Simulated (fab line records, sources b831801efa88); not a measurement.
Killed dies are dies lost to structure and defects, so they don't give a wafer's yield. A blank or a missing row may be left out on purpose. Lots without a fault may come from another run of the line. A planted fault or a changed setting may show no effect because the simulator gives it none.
Which tool did it? | flow gf180mcu | 24 lots, 72 wafers sampled, at 6 steps of a route of 602

WHAT THE GAUGES READ, wafer by wafer
GF_V2_RS_MEAS_24: measures by four-point-probe.
lot  | measured     | on            | V2_W_RS (ohm/sq)
L074 | day 19 23:52 | film_metro-03 | 0.334 0.329 0.332
L075 | day 20 08:05 | film_metro-03 | 0.327 0.329 0.328
L076 | day 20 21:35 | film_metro-04 | 0.326 0.324 0.330
L077 | day 21 02:46 | film_metro-04 | 0.324 0.330 0.322
L078 | day 21 11:50 | film_metro-03 | 0.327 0.330 0.332
L079 | day 21 22:58 | film_metro-02 | 0.335 0.333 0.330
L080 | day 22 14:40 | film_metro-02 | 0.326 0.330 0.332
L081 | day 23 04:13 | film_metro-04 | 0.332 0.334 0.329
L082 | day 23 09:49 | film_metro-03 | 0.327 0.332 0.330
L083 | day 23 18:44 | film_metro-04 | 0.332 0.325 0.327
L084 | day 24 01:52 | film_metro-03 | 0.325 0.319 0.319
L085 | day 24 11:32 | film_metro-04 | 0.332 0.331 0.331
L086 | day 24 19:57 | film_metro-02 | 0.326 0.326 0.319
L087 | day 25 04:23 | film_metro-03 | 0.324 0.323 0.325
L088 | day 25 16:43 | film_metro-02 | 0.324 0.324 0.327
L089 | day 26 01:16 | film_metro-04 | 0.334 0.335 0.325
L090 | day 26 08:55 | film_metro-03 | 0.324 0.325 0.322
L091 | day 26 12:44 | film_metro-03 | 0.330 0.325 0.330
L092 | day 26 18:50 | film_metro-02 | 0.326 0.329 0.328
L093 | day 27 03:06 | film_metro-04 | 0.332 0.331 0.330
L094 | day 27 03:49 | film_metro-03 | 0.329 0.329 0.324
L095 | day 27 13:44 | film_metro-03 | 0.329 0.329 0.331
L097 | day 27 21:01 | film_metro-02 | 0.328 0.323 0.330
L096 | day 28 01:50 | film_metro-04 | 0.332 0.330 0.335

GF_MIM_THK_MEAS_06.
lot  | measured     | on            | MIM_CVD_05_THK (nm)
L074 | day 24 04:13 | film_metro-02 | 41.9 42.2 42.9
L075 | day 24 11:01 | film_metro-01 | 42.4 43.0 43.1
L076 | day 24 22:42 | film_metro-03 | 41.9 41.8 42.1
L077 | day 25 05:19 | film_metro-03 | 41.9 42.5 42.3
L078 | day 25 16:07 | film_metro-01 | 40.4 41.6 41.1
L079 | day 25 22:46 | film_metro-01 | 40.9 41.7 42.7
L080 | day 26 12:09 | film_metro-03 | 42.3 42.8 42.6
L081 | day 27 01:02 | film_metro-02 | 41.6 41.7 42.4
L082 | day 27 06:29 | film_metro-03 | 42.1 42.0 42.7
L083 | day 27 15:01 | film_metro-01 | 42.0 43.2 42.8
L084 | day 27 21:02 | film_metro-03 | 41.8 42.0 42.3
L085 | day 28 05:28 | film_metro-01 | 41.6 42.0 42.6
L086 | day 28 12:03 | film_metro-02 | 41.5 42.9 42.8
L087 | day 28 20:58 | film_metro-01 | 42.3 43.2 42.5
L088 | day 29 07:19 | film_metro-03 | 41.3 41.0 41.9
L089 | day 29 15:28 | film_metro-01 | 41.6 42.9 41.8
L090 | day 29 21:48 | film_metro-03 | 41.2 42.5 42.7
L091 | day 30 01:03 | film_metro-01 | 42.4 42.6 42.3
L092 | day 30 07:28 | film_metro-01 | 40.8 41.0 42.1
L093 | day 30 14:10 | film_metro-02 | 41.0 41.8 42.0
L094 | day 30 14:57 | film_metro-01 | 41.2 42.8 41.9
L095 | day 30 23:40 | film_metro-01 | 41.8 42.2 42.1
L097 | day 31 05:24 | film_metro-02 | 42.2 41.6 43.0
L096 | day 31 10:05 | film_metro-03 | 41.6 42.9 42.1

GF_TOP_METAL_RS_MEAS_05: measures by four-point-probe.
lot  | measured     | on            | TOP_METAL_ALCU_RS (ohm/sq)
L074 | day 27 00:38 | film_metro-03 | 0.0329 0.0333 0.0326
L075 | day 27 06:02 | film_metro-01 | 0.0324 0.0325 0.0326
L076 | day 27 16:47 | film_metro-04 | 0.0332 0.0331 0.0331
L077 | day 27 22:56 | film_metro-03 | 0.0334 0.0327 0.0326
L078 | day 28 08:47 | film_metro-04 | 0.0326 0.0320 0.0322
L079 | day 28 15:40 | film_metro-01 | 0.0328 0.0324 0.0326
L080 | day 29 03:32 | film_metro-01 | 0.0336 0.0335 0.0335
L081 | day 29 14:07 | film_metro-01 | 0.0329 0.0332 0.0330
L082 | day 29 20:41 | film_metro-03 | 0.0322 0.0326 0.0319
L083 | day 30 03:47 | film_metro-04 | 0.0325 0.0329 0.0324
L084 | day 30 09:43 | film_metro-03 | 0.0324 0.0329 0.0325
L085 | day 30 16:11 | film_metro-01 | 0.0321 0.0328 0.0324
L086 | day 30 23:59 | film_metro-04 | 0.0331 0.0332 0.0333
L087 | day 31 07:29 | film_metro-03 | 0.0325 0.0325 0.0323
L088 | day 31 16:57 | film_metro-04 | 0.0332 0.0325 0.0329
L089 | day 32 01:16 | film_metro-01 | 0.0328 0.0325 0.0328
L090 | day 32 07:01 | film_metro-04 | 0.0322 0.0323 0.0326
L091 | day 32 10:19 | film_metro-01 | 0.0327 0.0330 0.0334
L092 | day 32 15:32 | film_metro-03 | 0.0331 0.0331 0.0326
L093 | day 32 21:03 | film_metro-03 | 0.0320 0.0321 0.0320
L094 | day 32 22:11 | film_metro-01 | 0.0331 0.0331 0.0334
L095 | day 33 06:13 | film_metro-04 | 0.0329 0.0321 0.0326
L097 | day 33 11:14 | film_metro-01 | 0.0330 0.0328 0.0330
L096 | day 33 15:23 | film_metro-03 | 0.0328 0.0325 0.0330

WHICH TOOL RAN EACH LOT (tool, then ch and the chambers of the sampled wafers, then the start)
lot  | GF_V4_ETCH_16                      | GF_MIM_SPUTTER_07            | GF_M5_ETCH_09
L074 | rie_diel-03 ch 0,1,3, day 24 02:35 | pvd_sputter-01, day 24 04:16 | rie_diel-01 ch 1,2,3, day 26 00:43
L075 | rie_diel-01 ch 1,2, day 24 09:21   | pvd_sputter-03, day 24 11:04 | rie_diel-02 ch 1,2,3, day 26 06:22
L076 | rie_diel-02 ch 0,1,3, day 24 21:02 | pvd_sputter-01, day 24 22:46 | rie_diel-02 ch 0,1,3, day 26 17:08
L077 | rie_diel-01 ch 0,2, day 25 03:42   | pvd_sputter-01, day 25 05:22 | rie_diel-04 ch 0,2, day 26 23:51
L078 | rie_diel-02 ch 0,2,3, day 25 14:29 | pvd_sputter-04, day 25 16:10 | rie_diel-01 ch 0,2, day 27 10:03
L079 | rie_diel-02 ch 0,1,3, day 25 21:09 | pvd_sputter-01, day 25 22:50 | rie_diel-01 ch 0,2,3, day 27 16:05
L080 | rie_diel-02 ch 0,1,3, day 26 10:32 | pvd_sputter-03, day 26 12:12 | rie_diel-02 ch 1,3, day 28 05:09
L081 | rie_diel-01 ch 0,3, day 26 23:26   | pvd_sputter-04, day 27 01:06 | rie_diel-02 ch 0,1,3, day 28 17:15
L082 | rie_diel-03 ch 0,1, day 27 04:53   | pvd_sputter-04, day 27 06:33 | rie_diel-02 ch 0,1, day 28 22:08
L083 | rie_diel-03 ch 1,2,3, day 27 13:23 | pvd_sputter-01, day 27 15:04 | rie_diel-01 ch 0,2, day 29 05:31
L084 | rie_diel-01 ch 2,3, day 27 19:24   | pvd_sputter-04, day 27 21:05 | rie_diel-02 ch 0,2, day 29 11:56
L085 | rie_diel-02 ch 1,2,3, day 28 03:50 | pvd_sputter-04, day 28 05:31 | rie_diel-04 ch 0,1,2, day 29 19:20
L086 | rie_diel-02 ch 0,1,3, day 28 10:26 | pvd_sputter-03, day 28 12:07 | rie_diel-04 ch 1,2, day 30 02:53
L087 | rie_diel-02 ch 0,2,3, day 28 19:14 | pvd_sputter-03, day 28 21:01 | rie_diel-02 ch 1,2, day 30 11:02
L088 | rie_diel-02 ch 0,1, day 29 05:41   | pvd_sputter-01, day 29 07:22 | rie_diel-02 ch 1,3, day 30 20:37
L089 | rie_diel-01 ch 1,2,3, day 29 13:50 | pvd_sputter-01, day 29 15:30 | rie_diel-01 ch 0,2, day 31 04:42
L090 | rie_diel-03 ch 0,2,3, day 29 20:11 | pvd_sputter-04, day 29 21:52 | rie_diel-01 ch 0,3, day 31 10:31
L091 | rie_diel-01 ch 0,1,3, day 29 23:26 | pvd_sputter-04, day 30 01:06 | rie_diel-01 ch 0,2,3, day 31 13:01
L092 | rie_diel-02 ch 0,1,2, day 30 05:50 | pvd_sputter-01, day 30 07:31 | rie_diel-01 ch 0,2,3, day 31 19:34
L093 | rie_diel-01 ch 0,3, day 30 12:32   | pvd_sputter-04, day 30 14:12 | rie_diel-02 ch 0,1,3, day 32 01:20
L094 | rie_diel-02 ch 0,2,3, day 30 13:20 | pvd_sputter-01, day 30 15:01 | rie_diel-04 ch 1,2,3, day 32 02:23
L095 | rie_diel-01 ch 0,1, day 30 22:02   | pvd_sputter-04, day 30 23:43 | rie_diel-04 ch 0,1,2, day 32 10:23
L097 | rie_diel-02 ch 1,3, day 31 03:44   | pvd_sputter-03, day 31 05:27 | rie_diel-02 ch 0,2,3, day 32 15:50
L096 | rie_diel-02 ch 0,1,3, day 31 08:26 | pvd_sputter-03, day 31 10:07 | rie_diel-01 ch 0,1,3, day 32 20:41
- GF_V4_ETCH_16: etches BARC in N2/H2.
- GF_MIM_SPUTTER_07: material TiN, target thk 60 nm, time 50 s.
- GF_M5_ETCH_09: etches Si3N4 in CF4/O2, target depth 52 nm, time 11.6 s.

WHAT THE TOOLS THEMSELVES READ (means of the sampled wafers that have a number; where no wafer has one, the mark that the record gives instead)
GF_V4_ETCH_16.
lot  | tool        | bias_w (W) | drypump_motor_current_A (A) | n2_flow_sccm (sccm) | oes_product_au (a.u.) | rf_fwd_power_W (W) | throttle_valve_pct (%)
L074 | rie_diel-03 | 99.85      | 5.3                         | 99.9                | 0.849                 | 496.4              | 13.227
L075 | rie_diel-01 | 99.97      | 6.3                         | 100.0               | 0.856                 | 496.7              | 13.223
L076 | rie_diel-02 | 100.17     | 5.6                         | 100.3               | 0.856                 | 494.5              | 13.233
L077 | rie_diel-01 | 99.96      | 5.2                         | 99.5                | 0.852                 | 494.3              | 13.222
L078 | rie_diel-02 | 100.19     | 5.3                         | 99.9                | 0.858                 | 495.4              | 13.225
L079 | rie_diel-02 | 99.95      | 5.6                         | 100.1               | 0.853                 | 495.9              | 13.223
L080 | rie_diel-02 | 99.66      | 5.6                         | 99.9                | 0.856                 | 496.3              | 13.226
L081 | rie_diel-01 | 99.81      | 5.1                         | 100.2               | 0.854                 | 495.3              | 13.227
L082 | rie_diel-03 | 99.74      | 5.4                         | 99.8                | 0.854                 | 492.6              | 13.228
L083 | rie_diel-03 | 100.16     | 5.5                         | 100.0               | 0.855                 | 493.4              | 13.226
L084 | rie_diel-01 | 99.73      | 5.7                         | 100.3               | 0.854                 | 494.7              | 13.222
L085 | rie_diel-02 | 99.94      | 5.3                         | 99.7                | 0.860                 | 495.9              | 13.228
L086 | rie_diel-02 | 99.91      | 5.6                         | 99.8                | 0.859                 | 495.0              | 13.222
L087 | rie_diel-02 | 100.19     | 5.3                         | 99.6                | 0.853                 | 496.5              | 13.218
L088 | rie_diel-02 | 100.11     | 5.7                         | 100.0               | 0.857                 | 497.6              | 13.227
L089 | rie_diel-01 | 100.06     | 6.0                         | 100.1               | 0.860                 | 492.9              | 13.224
L090 | rie_diel-03 | 99.93      | 5.4                         | 99.7                | 0.860                 | 495.0              | 13.233
L091 | rie_diel-01 | 100.01     | 5.7                         | 100.1               | 0.857                 | 495.6              | 13.223
L092 | rie_diel-02 | 100.05     | 5.4                         | 100.1               | 0.858                 | 496.3              | 13.229
L093 | rie_diel-01 | 100.12     | 5.1                         | 100.0               | 0.856                 | 495.1              | 13.235
L094 | rie_diel-02 | 99.90      | 5.3                         | 99.9                | 0.855                 | 494.9              | 13.228
L095 | rie_diel-01 | 99.92      | 6.0                         | 100.4               | 0.858                 | 495.5              | 13.219
L097 | rie_diel-02 | 99.92      | 5.4                         | 100.2               | 0.852                 | 495.6              | 13.224
L096 | rie_diel-02 | 100.02     | 5.6                         | 100.2               | 0.852                 | 497.0              | 13.225

GF_MIM_SPUTTER_07.
lot  | tool           | throttle_valve_pct (%)
L074 | pvd_sputter-01 | 30.2
L075 | pvd_sputter-03 | 29.1
L076 | pvd_sputter-01 | 30.1
L077 | pvd_sputter-01 | 29.9
L078 | pvd_sputter-04 | 31.4
L079 | pvd_sputter-01 | 29.9
L080 | pvd_sputter-03 | 29.2
L081 | pvd_sputter-04 | 31.3
L082 | pvd_sputter-04 | 30.7
L083 | pvd_sputter-01 | 30.1
L084 | pvd_sputter-04 | 31.3
L085 | pvd_sputter-04 | 29.9
L086 | pvd_sputter-03 | 28.5
L087 | pvd_sputter-03 | 29.6
L088 | pvd_sputter-01 | 30.1
L089 | pvd_sputter-01 | 30.3
L090 | pvd_sputter-04 | 30.6
L091 | pvd_sputter-04 | 30.7
L092 | pvd_sputter-01 | 30.3
L093 | pvd_sputter-04 | 30.3
L094 | pvd_sputter-01 | 30.0
L095 | pvd_sputter-04 | 30.3
L097 | pvd_sputter-03 | 30.6
L096 | pvd_sputter-03 | 29.7

GF_M5_ETCH_09.
lot  | tool        | bias_w (W) | cf4_flow_sccm (sccm) | drypump_motor_current_A (A) | oes_product_au (a.u.) | rf_fwd_power_W (W) | throttle_valve_pct (%)
L074 | rie_diel-01 | 150.1      | 79.80                | 5.9                         | 1.010                 | 787                | 5.970
L075 | rie_diel-02 | 150.0      | 80.11                | 5.3                         | 1.014                 | 789                | 5.966
L076 | rie_diel-02 | 149.9      | 80.19                | 5.6                         | 1.010                 | 787                | 5.976
L077 | rie_diel-04 | 150.0      | 80.27                | 6.1                         | 0.998                 | 788                | 5.963
L078 | rie_diel-01 | 149.7      | 80.39                | 5.2                         | 0.995                 | 788                | 5.964
L079 | rie_diel-01 | 149.9      | 80.30                | 5.4                         | 0.995                 | 786                | 5.962
L080 | rie_diel-02 | 150.4      | 79.80                | 5.5                         | 1.017                 | 787                | 5.972
L081 | rie_diel-02 | 149.9      | 80.15                | 5.6                         | 1.010                 | 787                | 5.959
L082 | rie_diel-02 | 149.8      | 80.01                | 5.7                         | 1.014                 | 790                | 5.973
L083 | rie_diel-01 | 150.1      | 79.77                | 5.2                         | 0.994                 | 788                | 5.977
L084 | rie_diel-02 | 150.6      | 80.09                | 5.5                         | 1.006                 | 786                | 5.967
L085 | rie_diel-04 | 149.9      | 80.00                | 6.0                         | 0.992                 | 787                | 5.968
L086 | rie_diel-04 | 150.0      | 80.01                | 6.2                         | 1.005                 | 784                | 5.965
L087 | rie_diel-02 | 150.1      | 79.90                | 5.1                         | 1.013                 | 792                | 5.973
L088 | rie_diel-02 | 149.9      | 79.94                | 5.5                         | 1.016                 | 784                | 5.981
L089 | rie_diel-01 | 149.8      | 80.03                | 5.4                         | 0.998                 | 786                | 5.967
L090 | rie_diel-01 | 150.0      | 80.19                | 5.4                         | 0.988                 | 784                | 5.961
L091 | rie_diel-01 | 149.8      | 80.08                | 5.4                         | 0.993                 | 785                | 5.982
L092 | rie_diel-01 | 149.8      | 79.92                | 5.4                         | 0.997                 | 785                | 5.972
L093 | rie_diel-02 | 150.1      | 80.05                | 5.6                         | 1.009                 | 789                | 5.973
L094 | rie_diel-04 | 149.6      | 80.08                | 5.7                         | 1.002                 | 789                | 5.966
L095 | rie_diel-04 | 149.7      | 80.12                | 6.1                         | 0.991                 | 790                | 5.970
L097 | rie_diel-02 | 149.6      | 79.91                | 5.3                         | 1.011                 | 787                | 5.975
L096 | rie_diel-01 | 150.0      | 80.01                | 5.7                         | 1.005                 | 785                | 5.963

THE ANSWER, worked out from the rows above alone
Rule: what is usual is taken from the lots themselves. Put in order of their means at a reading, lots are off if they are a third of the lots or fewer, leave a main group of 4 or more, and stand apart from it by a gap of 3 or more times the standard deviation of the main group's means; of several such gaps the widest counts. A main group whose means are all the same, to the digits that the tables above print for the reading, isn't used. A lot without any number at a reading at which 4 lots or more have one is off too. The other lots that the step has rows for count as sound. The gauges are gone through in route order, then the tools' own readings, and for those a lot's mean is taken as printed above. The first step at which some lot is off is used, and at that step the reading that is off furthest; a lot without a number counts as furthest.
No lot is off at any reading shown: from this, nothing can be told.

WHAT THE SIMULATOR HAD PUT IN
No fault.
